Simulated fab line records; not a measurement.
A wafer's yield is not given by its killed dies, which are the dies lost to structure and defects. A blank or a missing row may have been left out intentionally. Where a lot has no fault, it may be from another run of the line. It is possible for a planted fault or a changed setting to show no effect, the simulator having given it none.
Chamber matching | flow sky130 | SKY_LI_CONTACT_CMP_24 on cmp-01 has 4 sister chambers
The step polishes, stops on PSG, t overpolish 20 s, target thk 0 nm. 4 wafers are shown with their chamber, then 12 later ones without.

== WAFERS WITH THEIR CHAMBER ==
wafer  | chamber | motor current A (A)
L089.4 | 0       | 11.3
L091.2 | 3       | 11.1
L091.3 | 1       | 11.8
L091.4 | 2       | 11.2

== WAFERS WITHOUT THEIR CHAMBER ==
wafer  | motor current A (A)
L092.4 | 11.4
L092.5 | 11.2
L092.6 | 11.3
L094.3 | 11.4
L094.4 | 11.2
L094.6 | 11.3
L095.1 | 11.5
L095.3 | 11.5
L095.6 | 11.3
L093.2 | 11.1
L093.5 | 11.4
L093.6 | 11.0

== THE CHAMBER EACH PASSED THROUGH ==
wafer  | from the rows above          | in truth
L092.4 | can't be placed: 0 or 2      | 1
L092.5 | can't be placed: 2 or 3 or 0 | 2
L092.6 | can't be placed: 0 or 2      | 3
L094.3 | can't be placed: 0 or 2      | 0
L094.4 | can't be placed: 2 or 3 or 0 | 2
L094.6 | can't be placed: 0 or 2      | 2
L095.1 | can't be placed: 0 or 1 or 2 | 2
L095.3 | can't be placed: 0 or 1 or 2 | 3
L095.6 | can't be placed: 0 or 2      | 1
L093.2 | can't be placed: 3 or 2      | 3
L093.5 | can't be placed: 0 or 2      | 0
L093.6 | can't be placed: 3 or 2      | 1
Placed correctly: 0 of 12. These rows do not allow placing 12 (true chamber among the candidates in 7). Number placed wrongly: 0.
How it was worked out, from the rows above alone: a wafer's distance from a chamber is the root of the sum, over the readings, of the square of ((its reading less the chamber's mean) divided by the reading's scatter). The wafer belongs to the nearest chamber; if the next one is less than 2 further off, it can't be placed. The mean given for a chamber averages the wafers shown for that chamber. The scatter: with one shown wafer a chamber, the root of the mean of the squares of how far each hidden wafer lies from its nearest shown one.
